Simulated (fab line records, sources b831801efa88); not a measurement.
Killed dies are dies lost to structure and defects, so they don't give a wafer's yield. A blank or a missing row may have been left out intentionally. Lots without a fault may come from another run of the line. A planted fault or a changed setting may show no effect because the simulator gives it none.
A single fault, viewed from 2 desks	flow sky130	numbers are kept per desk, each desk with only its own; the story behind them comes last

METROLOGY DESK
Means of the sampled wafers that have a number, per lot and without regard to the tool the lot ran on: this is what the gauges read. If a lot's mean is further than 4 standard deviations from the usual mean, the lot is out of limits and carries the mark OUT (the distance appears in the brackets).
Columns: A = CONTACT_CVD_00_THK at SKY_CONTACT_THK_MEAS_01, usual 75.3 nm
lot	first seen here	A
L502	day 31 23:14	75.5
L500	day 31 23:40	76.0
L505	day 33 11:14	76.4
L509	day 34 21:12	75.6
L512	day 35 17:35	75.7
L513	day 35 17:44	75.1
L511	day 35 18:34	74.9
L519	day 37 04:56	76.0
L520	day 37 07:20	75.1
Result from this desk: across the 9 lots, nothing is out of limits.

FOR THE TOOL OWNER'S DESK: rie-metal-02
The tool's own readings at SKY_METAL1_ETCH_18 (etches BARC in N2/H2, stops on SiO2, time 45.9 s, target depth 60 nm): means of the sampled wafers that have a number, for each lot that ran on this tool. If a lot's mean is further than 4 standard deviations from the usual mean, the lot is out of limits and carries the mark OUT (the distance appears in the brackets).
Columns: A = bias-w at SKY_METAL1_ETCH_18, usual 100.07 W; B = chamber-pressure-mTorr at SKY_METAL1_ETCH_18, usual 30.000 mTorr; C = drypump-motor-current-A at SKY_METAL1_ETCH_18, usual 5.90 A; D = oes-product-au at SKY_METAL1_ETCH_18, usual 0.855 a.u.; E = throttle-valve-pct at SKY_METAL1_ETCH_18, usual 13.225 %
lot	first seen here	A	B	C	D	E
L500	day 34 07:10	100.18	29.992	6.00	0.852	13.228
L511	day 38 00:40	100.35	30.018	6.07	0.854	13.227
L519	day 39 09:23	100.12	29.991	5.92	0.851	13.232
L520	day 39 11:36	99.76	29.969	6.07	0.848	13.231
Result from this desk: across the 4 lots, nothing is out of limits.

ALL TOGETHER
From the metrology desk's view, nothing was out of limits.
Nothing out of limits was seen by the tool owner's desk.

WHAT THE SIMULATOR HAD PUT IN
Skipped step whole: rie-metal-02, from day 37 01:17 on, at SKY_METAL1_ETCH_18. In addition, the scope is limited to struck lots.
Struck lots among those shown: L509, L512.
